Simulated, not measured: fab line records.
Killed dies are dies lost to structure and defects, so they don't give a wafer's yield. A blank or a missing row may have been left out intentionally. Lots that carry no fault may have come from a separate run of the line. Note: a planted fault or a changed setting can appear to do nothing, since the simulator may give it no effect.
fab line records ; flow sky130 ; part 1 of 2: steps 1 to 26 of 39
record lots=5; wafers=15; last_day=49
route steps=708 shown FIELD_ISO@5 NWELL@32 DNWELL@35
lots that met no fault: from a run of the same line without faults
start_h: the number of hours between the record's first day and the start of the first shown wafer of the lot ; wait_h: time in hours since the lot's previous step ; " same as the row above ; L1.1+2: a single row standing in for several wafers ; - value missing, or start not given ; * or withheld: withheld ; < > ~ a bound
route shown NAME@n: NAME is a module with steps in the file, n the number in the route of the first one ; usual: mean/standard deviation taken from wafers without a fault ; same: alike in all rows ; chamber/n: place in a boat ; sites: the reading at each site ; _std_site: the values' standard deviation ; _edge_site: inner sites' mean taken away from outer sites' mean ; radius_mm: for every site, how far away it sits from the centre of the wafer ; mask NAME#n: copy n ; behind: the tool/chamber that last shaped the wafer ; hold: the reason the lot was held/the length of the hold in hours/how it ended ; device: whichever transistor did not switch (one of n, p or np) ; end of line: tests of these same wafers at the route's end ; where a step has no rows: the recipe by itself ; killed: count of dies lost to structure and defects at first sort (not the wafer's yield) ; map: a wafer's dies, marking killed ones x, the rest . and places with no die _
set.NAME: the setting the step ran with; set.NAME@STEP: the setting that earlier step ran with ; model.NAME: the simulator's own value behind a step, which no gauge read
a table for each step, a row for each wafer; lots at some steps of the route
services: when a tool's chamber went out of use (start_h, in hours from the record's first day, below 0 if earlier), for how many hours, and the reason
## steps
# step SKY_FIELD_ISO_THK_MEAS_04
# recipe reads=Si3N4_of_FIELD_ISO_CVD_03
# usual FIELD_ISO_CVD_03_THK=164.8/1.6
lot.wafer;tool;chamber;start_h;wait_h;FIELD_ISO_CVD_03_THK[nm]
L078.1;film_metro-02;-;33.79;0.0;162.1
L078.2;film_metro-02;-;33.79;0.0;162.0
L078.5;film_metro-02;-;33.79;0.0;163.9
L079.1;film_metro-01;-;40.40;0.0;161.8
L079.3;film_metro-01;-;40.40;0.0;160.7
L079.6;film_metro-01;-;40.40;0.0;162.1
L080.1;film_metro-03;-;44.75;0.0;163.0
L080.2;film_metro-03;-;44.75;0.0;164.2
L080.4;film_metro-03;-;44.75;0.0;164.1
L091.2;film_metro-02;-;101.11;0.0;164.4
L091.5;film_metro-02;-;101.11;0.0;165.7
L091.6;film_metro-02;-;101.11;0.0;165.6
L093.4;film_metro-01;-;108.83;0.0;162.0
L093.5;film_metro-01;-;108.83;0.0;162.3
L093.6;film_metro-01;-;108.83;0.0;164.5
# step SKY_FIELD_ISO_DEHYDRATE_05
# recipe temp_c=200; time_s=60
lot.wafer;tool;chamber;start_h;wait_h
L078.1+2+5;litho_track-03;0;40.80;7.0
L079.1+3+6;litho_track-04;0;47.25;6.8
L080.1+2+4;litho_track-02;0;52.37;7.6
L091.2+5+6;litho_track-03;0;109.73;8.6
L093.4+5+6;litho_track-03;0;116.98;8.1
# step SKY_FIELD_ISO_HMDS_06
# recipe prime_time_s=60; prime_temp_c=120
# same prime_time_s=60
lot.wafer;tool;chamber;start_h;wait_h
L078.1+2+5;litho_track-03;0;40.95;0.1
L079.1+3+6;litho_track-04;0;47.40;0.1
L080.1+2+4;litho_track-02;0;52.52;0.1
L091.2+5+6;litho_track-03;0;109.88;0.1
L093.4+5+6;litho_track-03;0;117.13;0.1
# step SKY_FIELD_ISO_COAT_07
# recipe resist=BARC; temp_c=withheld; time_s=withheld; spin_rpm=3000; resist_thk_nm=60
# usual spin_speed_rpm=2999.7/1.6
lot.wafer;tool;chamber;start_h;wait_h;spin_speed_rpm
L078.1;litho_track-03;0;41.10;0.1;2999.5
L078.2;litho_track-03;0;41.10;0.1;2998.5
L078.5;litho_track-03;0;41.10;0.1;3000.9
L079.1;litho_track-04;0;47.55;0.1;3001.9
L079.3;litho_track-04;0;47.55;0.1;3001.1
L079.6;litho_track-04;0;47.55;0.1;2998.9
L080.1;litho_track-02;0;52.67;0.1;3000.6
L080.2;litho_track-02;0;52.67;0.1;3000.6
L080.4;litho_track-02;0;52.67;0.1;2997.8
L091.2;litho_track-03;0;110.03;0.1;2999.0
L091.5;litho_track-03;0;110.03;0.1;2997.1
L091.6;litho_track-03;0;110.03;0.1;2998.7
L093.4;litho_track-03;0;117.28;0.1;3001.3
L093.5;litho_track-03;0;117.28;0.1;2999.8
L093.6;litho_track-03;0;117.28;0.1;3001.7
# step SKY_FIELD_ISO_COAT_08
# recipe resist=KrF-thick; spin_rpm=3000; resist_thk_nm=450
# usual spin_speed_rpm=3000.3/1.8
lot.wafer;tool;chamber;start_h;wait_h;spin_speed_rpm
L078.1;litho_track-03;0;-;-;3002.5
L078.2;litho_track-03;0;-;-;3000.6
L078.5;litho_track-03;0;-;-;3000.1
L079.1;litho_track-04;0;-;-;3000.8
L079.3;litho_track-04;0;-;-;2995.8
L079.6;litho_track-04;0;-;-;2997.1
L080.1;litho_track-02;0;-;-;2999.1
L080.2;litho_track-02;0;-;-;3002.8
L080.4;litho_track-02;0;-;-;2997.1
L091.2;litho_track-03;0;-;-;3003.5
L091.5;litho_track-03;0;-;-;3001.2
L091.6;litho_track-03;0;-;-;3000.5
L093.4;litho_track-03;0;-;-;2999.4
L093.5;litho_track-03;0;-;-;2997.8
L093.6;litho_track-03;0;-;-;2997.7
# step SKY_FIELD_ISO_SOFTBAKE_09
# recipe temp_c=100; time_s=90; resist=KrF-thick
lot.wafer;tool;chamber;start_h;wait_h
L078.1+2+5;litho_track-03;0;-;-
L079.1+3+6;litho_track-04;0;-;-
L080.1+2+4;litho_track-02;0;-;-
L091.2+5+6;litho_track-03;0;-;-
L093.4+5+6;litho_track-03;0;-;-
# step SKY_FIELD_ISO_EXPOSE_10
# recipe mask_id=FOM; na=0.68; source_shape=annular; sigma_inner=0.4; sigma_outer=0.8; target_cd_nm=150; dose_mj=28
lot.wafer;tool;chamber;start_h;wait_h;mask
L078.1+2+5;krf_scanner-02;0;-;-;FOM#0
L079.1+3+6;krf_scanner-01;0;-;-;FOM#0
L080.1+2+4;krf_scanner-01;0;-;-;FOM#0
L091.2+5+6;krf_scanner-02;0;-;-;FOM#0
L093.4+5+6;krf_scanner-01;0;-;-;FOM#0
# step SKY_FIELD_ISO_PEB_11
# recipe peb_temp_c=withheld; peb_time_s=withheld; resist=KrF-thick
lot.wafer;tool;chamber;start_h;wait_h
L078.1+2+5;litho_track-02;0;-;-
L079.1+3+6;litho_track-02;0;-;-
L080.1+2+4;litho_track-02;0;-;-
L091.2+5+6;litho_track-02;0;-;-
L093.4+5+6;litho_track-04;0;-;-
# step SKY_FIELD_ISO_DEVELOP_12
# recipe develop_time_s=60; resist=KrF-thick; dev_temp_c=21
# same develop_time_s=60
lot.wafer;tool;chamber;start_h;wait_h
L078.1+2+5;litho_track-02;0;-;-
L079.1+3+6;litho_track-02;0;-;-
L080.1+2+4;litho_track-02;0;-;-
L091.2+5+6;litho_track-02;0;-;-
L093.4+5+6;litho_track-04;0;-;-
# step SKY_FIELD_ISO_CD_MEAS_13
# recipe target_cd_nm=150
# usual cd_nm=150.3/1.5
lot.wafer;tool;chamber;start_h;wait_h;cd_nm
L078.1;cd_sem-02;-;48.82;-;147.7
L078.2;cd_sem-02;-;48.82;-;149.0
L078.5;cd_sem-02;-;48.82;-;148.3
L079.1;cd_sem-01;-;56.12;-;146.9
L079.3;cd_sem-01;-;56.12;-;148.4
L079.6;cd_sem-01;-;56.12;-;147.0
L080.1;cd_sem-01;-;61.16;-;149.7
L080.2;cd_sem-01;-;61.16;-;150.1
L080.4;cd_sem-01;-;61.16;-;149.8
L091.2;cd_sem-02;-;119.28;-;150.2
L091.5;cd_sem-02;-;119.28;-;149.2
L091.6;cd_sem-02;-;119.28;-;149.7
L093.4;cd_sem-02;-;127.21;-;149.4
L093.5;cd_sem-02;-;127.21;-;148.0
L093.6;cd_sem-02;-;127.21;-;147.7
# step SKY_FIELD_ISO_ETCH_14
# recipe chemistry=N2/H2; target=BARC; ion_energy_ev=200; source_w=500; bias_w=100; pressure_mtorr=30; n2_flow_sccm=100; h2_flow_sccm=200; stop_on=SiO2; time_s=45.9; target_depth_a=600
# usual drypump_motor_current_A=5.7/0.32; oes_product_au=0.855/0.0046; throttle_valve_pct=13.226/0.0097
lot.wafer;tool;chamber;start_h;wait_h;drypump_motor_current_A;oes_product_au;rf_hours_counter_h;throttle_valve_pct
L078.1;rie_diel-04;3;48.94;0.1;5.8;0.855;3;13.227
L078.2;rie_diel-04;0;48.94;0.1;5.4;0.858;79;13.234
L078.5;rie_diel-04;1;48.94;0.1;5.8;0.860;-;13.229
L079.1;rie_diel-03;2;56.24;0.1;6.4;0.855;68;13.243
L079.3;rie_diel-03;3;56.24;0.1;5.4;0.861;5;13.239
L079.6;rie_diel-03;3;56.24;0.1;5.4;0.849;-;13.217
L080.1;rie_diel-02;0;61.28;0.1;5.1;0.850;47;13.215
L080.2;rie_diel-02;3;61.28;0.1;5.9;0.849;25;13.225
L080.4;rie_diel-02;2;61.28;0.1;5.7;0.855;3;13.227
L091.2;rie_diel-03;3;119.38;0.1;5.4;0.852;6;13.224
L091.5;rie_diel-03;0;119.38;0.1;5.7;0.855;-;13.224
L091.6;rie_diel-03;3;119.38;0.1;5.4;0.853;-;13.213
L093.4;rie_diel-02;3;127.29;0.1;5.9;0.859;-;13.237
L093.5;rie_diel-02;0;127.29;0.1;5.1;0.859;-;13.228
L093.6;rie_diel-02;1;127.29;0.1;5.7;0.848;-;13.231
# step SKY_FIELD_ISO_ETCH_15
# recipe chemistry=CHF3/O2; target_depth_nm=180; stop_on=Si; source_w=600; bias_w=200; pressure_mtorr=40; chf3_flow_sccm=50; O2_flow_sccm=5; time_s=72
# usual drypump_motor_current_A=5.7/0.32; oes_product_au=0.945/0.0075; throttle_valve_pct=8.845/0.0099
lot.wafer;tool;chamber;start_h;wait_h;drypump_motor_current_A;oes_product_au;rf_hours_counter_h;throttle_valve_pct
L078.1;rie_diel-04;3;48.98;0.0;5.8;0.934;3;8.842
L078.2;rie_diel-04;0;48.98;0.0;5.4;0.933;79;8.855
L078.5;rie_diel-04;1;48.98;0.0;5.8;0.945;-;8.832
L079.1;rie_diel-03;2;56.28;0.0;6.3;0.939;68;8.847
L079.3;rie_diel-03;3;56.28;0.0;5.4;0.934;5;8.838
L079.6;rie_diel-03;3;56.28;0.0;5.4;0.936;-;8.833
L080.1;rie_diel-02;0;61.33;0.0;5.1;0.938;48;8.850
L080.2;rie_diel-02;3;61.33;0.0;5.8;0.945;25;8.840
L080.4;rie_diel-02;2;61.33;0.0;5.7;0.944;3;8.845
L091.2;rie_diel-03;3;119.43;0.0;5.4;0.949;6;8.842
L091.5;rie_diel-03;0;119.43;0.0;5.6;0.950;-;8.844
L091.6;rie_diel-03;3;119.43;0.0;5.3;0.949;-;8.851
L093.4;rie_diel-02;3;127.34;0.0;5.8;0.938;-;8.832
L093.5;rie_diel-02;0;127.34;0.0;5.1;0.932;-;8.839
L093.6;rie_diel-02;1;127.34;0.0;5.7;0.942;-;8.826
# step SKY_FIELD_ISO_STRIP_16
# recipe chemistry=O2/N2; power_w=1400; pressure_mtorr=1500; platen_temp_c=withheld; o2_flow_sccm=3000; n2_flow_sccm=300; overash_fraction=0.5
# usual drypump_motor_current_A=5.5/0.3; oes_product_au=0.378/0.0049; strip_time_to_endpoint_s=3.55/0.041
lot.wafer;tool;chamber;start_h;wait_h;drypump_motor_current_A;oes_product_au;rf_hours_counter_h;strip_time_to_endpoint_s
L078.1;plasma_asher-01;1;49.03;0.0;5.4;0.377;38;3.51
L078.2;plasma_asher-01;0;49.03;0.0;5.2;0.379;38;3.53
L078.5;plasma_asher-01;1;49.03;0.0;5.3;0.377;-;3.50
L079.1;plasma_asher-01;1;56.33;0.0;5.3;0.383;38;3.65
L079.3;plasma_asher-01;0;56.33;0.0;5.3;0.377;-;3.56
L079.6;plasma_asher-01;0;56.33;0.0;5.3;0.380;-;3.54
L080.1;plasma_asher-02;0;61.38;0.0;5.9;0.378;24;3.61
L080.2;plasma_asher-02;1;61.38;0.0;5.6;0.381;24;3.55
L080.4;plasma_asher-02;1;61.38;0.0;5.5;0.376;-;3.57
L091.2;plasma_asher-01;1;119.48;0.0;5.3;0.384;45;3.60
L091.5;plasma_asher-01;1;119.48;0.0;5.4;0.390;-;3.62
L091.6;plasma_asher-01;0;119.48;0.0;5.3;0.382;-;3.57
L093.4;plasma_asher-02;1;127.40;0.0;5.5;0.368;-;3.53
L093.5;plasma_asher-02;0;127.40;0.0;5.8;0.385;-;3.60
L093.6;plasma_asher-02;1;127.40;0.0;5.6;0.374;-;3.54
# step SKY_FIELD_ISO_ETCH_17
# recipe target_depth_a=3420; mask_material=Si3N4; chemistry=HBr/Cl2/O2; target=Si; taper_deg=5; icp_w=600; bias_w=150; pressure_mtorr=15; HBr_flow_sccm=150; Cl2_flow_sccm=40; O2_flow_sccm=6; time_s=97.7
# usual HBr_flow_sccm=150.0/0.44; drypump_motor_current_A=5.8/0.49; he_backside_leak_sccm=2.70/0.3; oes_product_au=1.005/0.017; throttle_valve_pct=25.653/0.014
lot.wafer;tool;chamber;start_h;wait_h;HBr_flow_sccm;drypump_motor_current_A;he_backside_leak_sccm;oes_product_au;rf_hours_counter_h;throttle_valve_pct
L078.1;rie_si-01;3;49.13;0.1;150.1;6.5;3.09;1.012;98;25.637
L078.2;rie_si-01;0;49.13;0.1;149.6;6.6;2.37;0.982;2;25.679
L078.5;rie_si-01;3;49.13;0.1;150.0;6.5;3.18;1.015;-;25.650
L079.1;rie_si-01;1;56.43;0.1;150.1;5.1;2.80;1.015;127;25.654
L079.3;rie_si-01;3;56.43;0.1;149.7;6.5;3.01;1.015;98;25.658
L079.6;rie_si-01;2;56.43;0.1;149.9;5.3;2.54;1.025;-;25.654
L080.1;rie_si-01;0;61.48;0.1;149.5;6.6;2.58;0.972;2;25.664
L080.2;rie_si-01;2;61.48;0.1;149.7;5.3;2.61;1.023;104;25.641
L080.4;rie_si-01;3;61.48;0.1;150.4;6.5;3.03;1.011;98;25.664
L091.2;rie_si-02;1;119.58;0.1;150.1;5.9;2.38;0.978;3;25.667
L091.5;rie_si-02;3;119.58;0.1;149.7;5.9;2.96;1.006;-;25.649
L091.6;rie_si-02;2;119.58;0.1;150.3;5.6;2.55;1.006;-;25.648
L093.4;rie_si-02;1;127.47;0.0;150.5;5.8;2.23;0.982;3;25.655
L093.5;rie_si-02;3;127.47;0.0;149.5;5.9;4.41;1.003;-;25.667
L093.6;rie_si-02;0;127.47;0.0;149.4;5.8;2.50;1.003;-;25.654
# step SKY_FIELD_ISO_WET_ETCH_18
# recipe chemistry=H3PO4; target_depth_nm=25; temp_c=160; target=Si3N4; time_s=286
# usual bath_guard_temp_C=159.9/0.43
lot.wafer;tool;chamber;start_h;wait_h;bath_guard_temp_C
L078.1;wet_bench-01;0;49.20;0.0;159.8
L078.2;wet_bench-01;0;49.20;0.0;159.8
L078.5;wet_bench-01;0;49.20;0.0;159.7
L079.1;wet_bench-01;1;56.50;0.0;159.3
L079.3;wet_bench-01;1;56.50;0.0;159.2
L079.6;wet_bench-01;1;56.50;0.0;159.4
L080.1;wet_bench-01;1;61.55;0.0;159.2
L080.2;wet_bench-01;1;61.55;0.0;159.7
L080.4;wet_bench-01;1;61.55;0.0;159.5
L091.2;wet_bench-02;3;119.65;0.0;160.4
L091.5;wet_bench-02;3;119.65;0.0;160.4
L091.6;wet_bench-02;3;119.65;0.0;160.6
L093.4;wet_bench-01;1;127.54;0.0;159.7
L093.5;wet_bench-01;1;127.54;0.0;159.5
L093.6;wet_bench-01;1;127.54;0.0;159.4
# step SKY_FIELD_ISO_CLEAN_19
# recipe chemistry=SC1/SC2; mix=1:4:20; temp_c=70; time_s=150
# usual bath_guard_temp_C=70.2/0.53
lot.wafer;tool;chamber;start_h;wait_h;bath_guard_temp_C
L078.1;wet_bench-02;1;49.29;0.0;70.1
L078.2;wet_bench-02;1;49.29;0.0;69.9
L078.5;wet_bench-02;1;49.29;0.0;70.0
L079.1;wet_bench-02;1;56.59;0.0;70.2
L079.3;wet_bench-02;1;56.59;0.0;70.1
L079.6;wet_bench-02;1;56.59;0.0;69.7
L080.1;wet_bench-03;2;61.64;0.0;70.2
L080.2;wet_bench-03;2;61.64;0.0;70.0
L080.4;wet_bench-03;2;61.64;0.0;70.4
L091.2;wet_bench-01;1;119.74;0.0;69.5
L091.5;wet_bench-01;1;119.74;0.0;70.2
L091.6;wet_bench-01;1;119.74;0.0;69.3
L093.4;wet_bench-03;3;127.63;0.0;71.2
L093.5;wet_bench-03;3;127.63;0.0;70.9
L093.6;wet_bench-03;3;127.63;0.0;70.7
# step SKY_FIELD_ISO_CLEAN_20
# recipe chemistry=dHF; time_s=20; dilution=100:1
lot.wafer;tool;chamber;start_h;wait_h
L078.1+2+5;wet_bench-03;0;49.34;0.0
L079.1+3+6;wet_bench-03;1;56.65;0.0
L080.1+2+4;wet_bench-01;1;61.70;0.0
L091.2+5+6;wet_bench-03;2;119.79;0.0
L093.4+5+6;wet_bench-01;1;127.68;0.0
# step SKY_FIELD_ISO_WET_ETCH_21
# recipe chemistry=dHF; dilution=100:1; target_depth_nm=20; dry=ipa_marangoni; target=SiO2; temp_c=25; time_s=400
lot.wafer;tool;chamber;start_h;wait_h
L078.1+2+5;wet_bench-01;3;49.36;0.0
L079.1+3+6;wet_bench-01;2;56.67;0.0
L080.1+2+4;wet_bench-03;1;61.71;0.0
L091.2+5+6;wet_bench-02;1;119.81;0.0
L093.4+5+6;wet_bench-03;0;127.69;0.0
# step SKY_FIELD_ISO_OXIDATION_22
# recipe temp_c=950; ambient=O2; stabilise_s=600; purge_s=300; target_thk_a=100; ox_time_s=623
# usual spike_tc_lower_C=949.9/1.1; spike_tc_upper_C=949.8/1.1
lot.wafer;tool;chamber;start_h;wait_h;spike_tc_lower_C;spike_tc_upper_C
L078.1;furnace-02;0;49.48;0.0;950.1;950.0
L078.2;furnace-02;0;49.48;0.0;950.0;949.1
L078.5;furnace-02;0;49.48;0.0;950.2;949.7
L079.1;furnace-01;0;56.79;0.0;950.0;950.3
L079.3;furnace-01;0;56.79;0.0;949.9;950.3
L079.6;furnace-01;0;56.79;0.0;951.0;949.3
L080.1;furnace-01;0;62.06;0.2;948.8;949.9
L080.2;furnace-01;0;62.06;0.2;949.2;950.2
L080.4;furnace-01;0;62.06;0.2;951.0;949.0
L091.2;furnace-02;0;123.23;3.3;948.5;948.7
L091.5;furnace-02;0;123.23;3.3;950.9;950.1
L091.6;furnace-02;0;123.23;3.3;951.2;948.1
L093.4;furnace-02;0;128.79;1.0;949.7;949.1
L093.5;furnace-02;0;128.79;1.0;949.7;948.8
L093.6;furnace-02;0;128.79;1.0;950.1;952.8
# step SKY_FIELD_ISO_THK_MEAS_23
# recipe reads=SiO2_of_FIELD_ISO_OXIDATION_22
# usual FIELD_ISO_OXIDATION_01_THK=10.08/0.18
lot.wafer;tool;chamber;start_h;wait_h;FIELD_ISO_OXIDATION_01_THK[nm]
L078.1;film_metro-02;-;50.65;0.0;9.97
L078.2;film_metro-02;-;50.65;0.0;9.85
L078.5;film_metro-02;-;50.65;0.0;9.89
L079.1;film_metro-01;-;57.96;0.0;10.04
L079.3;film_metro-01;-;57.96;0.0;10.21
L079.6;film_metro-01;-;57.96;0.0;10.18
L080.1;film_metro-03;-;63.23;0.0;10.20
L080.2;film_metro-03;-;63.23;0.0;10.43
L080.4;film_metro-03;-;63.23;0.0;10.40
L091.2;film_metro-02;-;124.41;0.0;10.37
L091.5;film_metro-02;-;124.41;0.0;10.27
L091.6;film_metro-02;-;124.41;0.0;10.37
L093.4;film_metro-01;-;129.99;0.0;10.28
L093.5;film_metro-01;-;129.99;0.0;10.26
L093.6;film_metro-01;-;129.99;0.0;10.30
# step SKY_FIELD_ISO_CVD_24
# recipe material=SiO2; target_thk_nm=595; temp_c=650; sigma_open_frac=0.3; time_s=99.2; sih4_flow_sccm=60; pressure_mtorr=6
lot.wafer;tool;chamber;start_h;wait_h
L078.1+2+5;hdpcvd-01;1,0,1;50.71;0.1
L079.1+3+6;hdpcvd-02;1,0,2;58.02;0.1
L080.1+2+4;hdpcvd-02;1,0,2;63.29;0.1
L091.2+5+6;hdpcvd-01;0,2,0;124.46;0.0
L093.4+5+6;hdpcvd-01;2,0,1;130.06;0.1
# step SKY_FIELD_ISO_THK_MEAS_25
# recipe reads=SiO2_of_FIELD_ISO_CVD_24
# usual FIELD_ISO_CVD_24_THK=597/6.2
lot.wafer;tool;chamber;start_h;wait_h;FIELD_ISO_CVD_24_THK[nm]
L078.1;film_metro-03;-;50.78;0.0;599
L078.2;film_metro-03;-;50.78;0.0;610
L078.5;film_metro-03;-;50.78;0.0;603
L079.1;film_metro-03;-;58.09;0.0;588
L079.3;film_metro-03;-;58.09;0.0;594
L079.6;film_metro-03;-;58.09;0.0;592
L080.1;film_metro-01;-;63.36;0.0;590
L080.2;film_metro-01;-;63.36;0.0;592
L080.4;film_metro-01;-;63.36;0.0;601
L091.2;film_metro-03;-;124.54;0.0;603
L091.5;film_metro-03;-;124.54;0.0;597
L091.6;film_metro-03;-;124.54;0.0;605
L093.4;film_metro-01;-;130.12;0.0;590
L093.5;film_metro-01;-;130.12;0.0;604
L093.6;film_metro-01;-;130.12;0.0;589
# step SKY_FIELD_ISO_ANNEAL_26
# recipe temp_c=1000; time_s=1800; ambient=N2
# usual spike_tc_lower_C=1000.1/1.1; spike_tc_upper_C=999.8/1.1
lot.wafer;tool;chamber;start_h;wait_h;spike_tc_lower_C;spike_tc_upper_C
L078.1;furnace-01;0;51.63;0.8;998.9;1000.9
L078.2;furnace-01;0;51.63;0.8;1001.2;1002.1
L078.5;furnace-01;0;51.63;0.8;1000.5;1000.3
L079.1;furnace-02;0;58.45;0.4;1001.6;999.0
L079.3;furnace-02;0;58.45;0.4;998.0;999.7
L079.6;furnace-02;0;58.45;0.4;1000.9;998.3
L080.1;furnace-02;0;63.42;0.1;1000.4;1001.4
L080.2;furnace-02;0;63.42;0.1;1000.9;999.9
L080.4;furnace-02;0;63.42;0.1;1003.0;999.9
L091.2;furnace-02;0;131.37;6.8;1000.5;998.8
L091.5;furnace-02;0;131.37;6.8;998.4;999.6
L091.6;furnace-02;0;131.37;6.8;1001.4;999.3
L093.4;furnace-02;0;131.37;1.2;1000.7;999.2
L093.5;furnace-02;0;131.37;1.2;999.7;999.3
L093.6;furnace-02;0;131.37;1.2;1002.0;999.7
# step SKY_FIELD_ISO_CMP_27
# recipe stop_on=Si3N4; t_overpolish_s=16; down_force_psi=4; platen_rpm=60; target_thk_nm=457.8; pad_velocity_m_s=0.94248
# usual motor_current_A=12.0/1; overpolish_run_s=16.000/0.0095; platen_rpm=60.00/0.035; retaining_ring_pressure_frac=1.001/0.0048; time_to_endpoint_s=114/6
lot.wafer;tool;chamber;start_h;wait_h;motor_current_A;overpolish_run_s;platen_rpm;retaining_ring_pressure_frac;time_to_endpoint_s
L078.2;cmp-01;2;53.23;0.1;13.4;16.015;60.00;1.003;120
L078.1;cmp-01;3;53.23;0.1;11.9;16.005;59.99;1.003;105
L078.5;cmp-01;1;53.23;0.1;11.7;15.997;60.01;1.006;116
L079.3;cmp-02;1;59.95;0.0;12.6;16.001;60.03;1.001;122
L079.1;cmp-02;3;59.95;0.0;12.7;16.000;59.99;1.004;114
L079.6;cmp-02;1;59.95;0.0;12.7;15.998;59.99;0.993;119
L080.4;cmp-02;3;64.92;0.0;13.5;16.015;59.95;0.994;110
L080.1;cmp-02;1;64.92;0.0;13.0;16.016;60.00;0.999;114
L080.2;cmp-02;2;64.92;0.0;10.5;16.002;60.05;1.006;109
L091.2;cmp-02;0;132.87;0.0;13.0;16.010;59.97;0.995;112
L091.6;cmp-02;0;132.87;0.0;13.0;15.992;60.04;1.003;111
L091.5;cmp-02;1;132.87;0.0;12.5;15.993;59.94;1.003;114
L093.4;cmp-02;1;133.32;0.5;12.6;15.998;60.03;0.996;115
L093.6;cmp-02;2;133.32;0.5;10.3;15.993;60.08;0.994;109
L093.5;cmp-02;3;133.32;0.5;13.4;15.992;60.05;0.997;114
# step SKY_FIELD_ISO_WET_ETCH_28
# recipe chemistry=dHF; target_depth_nm=23.7; target=SiO2; dilution=10:1; temp_c=25; time_s=47
lot.wafer;tool;chamber;start_h;wait_h
L078.1+2+5;wet_bench-03;2;53.43;0.1
L079.1+3+6;wet_bench-01;2;60.25;0.1
L080.1+2+4;wet_bench-03;1;65.22;0.1
L091.2+5+6;wet_bench-03;0;133.17;0.2
L093.4+5+6;wet_bench-02;0;133.47;0.1
# step SKY_FIELD_ISO_WET_ETCH_29
# recipe chemistry=H3PO4; target_depth_nm=160; target=Si3N4; temp_c=160; time_s=1825
# usual bath_guard_temp_C=160.0/0.53
lot.wafer;tool;chamber;start_h;wait_h;bath_guard_temp_C
L078.1;wet_bench-01;3;53.46;0.0;160.1
L078.2;wet_bench-01;3;53.46;0.0;159.8
L078.5;wet_bench-01;3;53.46;0.0;159.5
L079.1;wet_bench-02;0;60.28;0.0;159.4
L079.3;wet_bench-02;0;60.28;0.0;159.4
L079.6;wet_bench-02;0;60.28;0.0;159.5
L080.1;wet_bench-01;0;65.25;0.0;159.7
L080.2;wet_bench-01;0;65.25;0.0;159.9
L080.4;wet_bench-01;0;65.25;0.0;159.7
L091.2;wet_bench-01;0;133.20;0.0;160.0
L091.5;wet_bench-01;0;133.20;0.0;159.8
L091.6;wet_bench-01;0;133.20;0.0;159.4
L093.4;wet_bench-03;3;133.49;0.0;161.0
L093.5;wet_bench-03;3;133.49;0.0;160.8
L093.6;wet_bench-03;3;133.49;0.0;161.0
